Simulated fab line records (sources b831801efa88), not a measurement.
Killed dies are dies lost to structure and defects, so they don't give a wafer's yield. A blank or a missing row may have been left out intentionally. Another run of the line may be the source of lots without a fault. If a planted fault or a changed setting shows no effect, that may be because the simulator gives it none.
Which of the tools did it? | flow sky130 | Sampling: 11 lots, 33 wafers, 6 of 708 route steps

== WHAT EACH GAUGE READ, for each wafer ==
SKY_CAP2M_THK_MEAS_04: measures by xrf. Usual: CAP2M_TIN_THK 200.7 nm, standard deviation 2.5.
lot  | measured     | on            | CAP2M_TIN_THK (nm) | flag
L487 | day 39 20:33 | film-metro-01 | 203.5 201.0 202.0  |
L488 | day 39 20:52 | film-metro-02 | 199.2 197.0 203.4  |
L489 | day 40 03:38 | film-metro-02 | 201.6 202.3 205.1  |
L490 | day 40 16:53 | film-metro-01 | 199.3 198.2 196.5  |
L493 | day 41 09:27 | film-metro-03 | 202.3 205.9 203.3  |
L495 | day 42 05:34 | film-metro-02 | 202.2 200.8 198.1  |
L502 | day 44 15:13 | film-metro-03 | 203.2 205.5 204.7  |
L498 | day 44 19:28 | film-metro-01 | 198.4 197.7 200.1  |
L505 | day 45 09:50 | film-metro-01 | 202.6 199.5 205.7  |
L506 | day 45 14:00 | film-metro-01 | 204.3 203.4 204.1  |
L509 | day 46 04:42 | film-metro-03 | 196.2 198.1 195.5  |

SKY_VIA4_RS_MEAS_19: measures by four-point-probe. Usual: VIA4_W_RS 0.224 ohm/sq, standard deviation 0.0036.
lot  | measured     | on            | VIA4_W_RS (ohm/sq) | flag
L487 | day 42 22:48 | film-metro-04 | 0.225 0.228 0.227  |
L488 | day 42 22:48 | film-metro-03 | 0.221 0.219 0.225  |
L489 | day 43 05:29 | film-metro-04 | 0.232 0.231 0.230  |
L490 | day 43 17:59 | film-metro-02 | 0.229 0.225 0.226  |
L493 | day 44 08:35 | film-metro-04 | 0.221 0.222 0.221  |
L495 | day 45 04:37 | film-metro-03 | 0.228 0.230 0.227  |
L502 | day 47 07:19 | film-metro-02 | 0.236 0.236 0.239  | OFF
L498 | day 47 10:57 | film-metro-04 | 0.236 0.235 0.237  | OFF
L505 | day 47 23:37 | film-metro-03 | 0.227 0.219 0.227  |
L506 | day 48 03:56 | film-metro-03 | 0.218 0.216 0.216  |
L509 | day 48 18:56 | film-metro-03 | 0.219 0.229 0.221  |

SKY_VIA4_THK_MEAS_20: measures by xrf. Usual: VIA4_W_THK 517 nm, standard deviation 9.1.
lot  | measured     | on            | VIA4_W_THK (nm) | flag
L487 | day 42 22:54 | film-metro-04 | 515 509 507     |
L488 | day 42 22:53 | film-metro-03 | 526 530 516     |
L489 | day 43 05:36 | film-metro-04 | 498 500 502     |
L490 | day 43 18:04 | film-metro-02 | 512 520 519     |
L493 | day 44 08:43 | film-metro-04 | 521 516 519     |
L495 | day 45 04:43 | film-metro-03 | 510 503 511     |
L502 | day 47 07:26 | film-metro-02 | 490 488 483     | OFF
L498 | day 47 11:04 | film-metro-04 | 492 492 491     |
L505 | day 47 23:44 | film-metro-03 | 514 534 516     |
L506 | day 48 04:02 | film-metro-03 | 539 536 542     |
L509 | day 48 19:01 | film-metro-03 | 530 506 527     |

== WHICH TOOL RAN EACH LOT (tool, then ch and the chambers of the sampled wafers, then the start) ==
lot  | SKY_CONTACT_SPUTTER_23       | SKY_METAL4_SPUTTER_04        | SKY_VIA4_CVD_18
L487 | pvd-sputter-04, day 31 14:20 | pvd-sputter-04, day 39 20:10 | cvd-w-01 ch 0,1, day 42 22:40
L488 | pvd-sputter-04, day 31 17:34 | pvd-sputter-01, day 39 20:29 | cvd-w-02 ch 0,1, day 42 22:38
L489 | pvd-sputter-03, day 32 01:11 | pvd-sputter-04, day 40 03:16 | cvd-w-01 ch 0,1, day 43 05:20
L490 | pvd-sputter-01, day 32 15:46 | pvd-sputter-01, day 40 16:30 | cvd-w-01 ch 0,1, day 43 17:49
L493 | pvd-sputter-03, day 33 08:44 | pvd-sputter-04, day 41 09:05 | cvd-w-02 ch 1, day 44 08:17
L495 | pvd-sputter-04, day 34 09:36 | pvd-sputter-03, day 42 05:11 | cvd-w-01 ch 0,1, day 45 04:26
L502 | pvd-sputter-04, day 37 05:34 | pvd-sputter-04, day 44 14:52 | cvd-w-01 ch 0,1, day 47 07:10
L498 | pvd-sputter-04, day 37 06:55 | pvd-sputter-03, day 44 19:06 | cvd-w-01 ch 0,1, day 47 10:48
L505 | pvd-sputter-03, day 38 00:31 | pvd-sputter-03, day 45 09:29 | cvd-w-02 ch 0,1, day 47 23:28
L506 | pvd-sputter-04, day 38 06:01 | pvd-sputter-01, day 45 13:38 | cvd-w-02 ch 1, day 48 03:46
L509 | pvd-sputter-03, day 38 23:29 | pvd-sputter-03, day 46 04:19 | cvd-w-02 ch 0,1, day 48 18:46
- SKY_CONTACT_SPUTTER_23: material TiN, target thk 20 nm, time 80 s.
- SKY_METAL4_SPUTTER_04: material TiN, target thk 70 nm, time 58.3 s.
- SKY_VIA4_CVD_18: deposits W, target thk 505 nm, time 152.14 s.

== AS READ BY THE TOOLS THEMSELVES (means over the sampled wafers that have a number; for cases with no such wafer, the mark the record gives instead) ==
SKY_CONTACT_SPUTTER_23. Usual: throttle-valve-pct at 29.5 %, with a standard deviation of 1.1.
lot  | tool           | throttle-valve-pct (%) | flag
L487 | pvd-sputter-04 | 29.3                   |
L488 | pvd-sputter-04 | 30.1                   |
L489 | pvd-sputter-03 | 29.3                   |
L490 | pvd-sputter-01 | 28.3                   |
L493 | pvd-sputter-03 | 29.6                   |
L495 | pvd-sputter-04 | 30.3                   |
L502 | pvd-sputter-04 | 29.5                   |
L498 | pvd-sputter-04 | 29.9                   |
L505 | pvd-sputter-03 | 29.1                   |
L506 | pvd-sputter-04 | 30.3                   |
L509 | pvd-sputter-03 | 29.7                   |

SKY_METAL4_SPUTTER_04. Usual: throttle-valve-pct at 29.5 %, with a standard deviation of 1.
lot  | tool           | throttle-valve-pct (%) | flag
L487 | pvd-sputter-04 | 30.5                   |
L488 | pvd-sputter-01 | 28.8                   |
L489 | pvd-sputter-04 | 29.8                   |
L490 | pvd-sputter-01 | 29.2                   |
L493 | pvd-sputter-04 | 30.0                   |
L495 | pvd-sputter-03 | 30.3                   |
L502 | pvd-sputter-04 | 30.3                   |
L498 | pvd-sputter-03 | 29.4                   |
L505 | pvd-sputter-03 | 28.9                   |
L506 | pvd-sputter-01 | 29.2                   |
L509 | pvd-sputter-03 | 30.2                   |

SKY_VIA4_CVD_18. Usual: chamber-pressure-Torr 40.02 Torr, standard deviation 0.084; heater-power-outer-w 553 W, standard deviation 72; heater-power-w 897 W, standard deviation 93; susceptor-temp-C 399.97 C, standard deviation 0.2.
lot  | tool     | chamber-pressure-Torr (Torr) | heater-power-outer-w (W) | heater-power-w (W) | susceptor-temp-C (C) | flag
L487 | cvd-w-01 | 39.90                        | 512                      | 838                | 399.93               |
L488 | cvd-w-02 | 40.01                        | 573                      | 953                | 399.97               |
L489 | cvd-w-01 | 40.09                        | 502                      | 801                | 400.09               |
L490 | cvd-w-01 | 39.94                        | 505                      | 810                | 400.00               |
L493 | cvd-w-02 | 40.01                        | 510                      | 889                | 400.06               |
L495 | cvd-w-01 | 40.00                        | 503                      | 795                | 399.97               |
L502 | cvd-w-01 | 40.01                        | 504                      | 790                | 397.24               | OFF
L498 | cvd-w-01 | 40.05                        | 497                      | 805                | 397.32               | OFF
L505 | cvd-w-02 | 39.97                        | 635                      | 980                | 399.87               |
L506 | cvd-w-02 | 40.09                        | 519                      | 908                | 400.07               |
L509 | cvd-w-02 | 39.98                        | 574                      | 921                | 399.91               |

== THE ANSWER, worked out from the rows above alone ==
Rule: lot off if the mean of its wafers having a number is beyond 3 standard deviations from the usual mean. Also off: a lot with no number at a reading for which 4 or more lots have one. All remaining lots with rows at the step are treated as sound. First the gauges in route order, then the tools' own readings, where a lot's mean is used as printed above. The first step at which some lot is off is used, and at that step the reading that is off furthest; a lot without a number counts as furthest.
Off: at SKY_VIA4_RS_MEAS_19 (VIA4_W_RS), L502, L498.
A tool fits if, at a process step before that reading, it ran every lot that is off, and no sound lot after the first of them. The gauges at SKY_VIA4_RS_MEAS_19 aren't tried: what is off there is off at SKY_VIA4_CVD_18 too, on other tools, and a gauge's error can't cause that. One candidate fits, namely cvd-w-01 at SKY_VIA4_CVD_18. Its last sound lot is L495 (day 45 04:26), its first lot that is off L502 (day 47 07:10): a fault that began between those two fits.
The tool's own readings at SKY_VIA4_CVD_18 bear it out: on the lots that are off they differ by more than 5 times the standard deviation of the sound lots' means. susceptor-temp-C reads 397.28 C there against 399.99 C on the sound lots.

== WHAT WAS PUT IN BY THE SIMULATOR ==
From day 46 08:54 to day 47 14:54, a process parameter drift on cvd-w-01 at SKY_VIA4_CVD_18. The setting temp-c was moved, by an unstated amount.
Lots struck among those shown: L502, L498. The rule above reached the same finding.
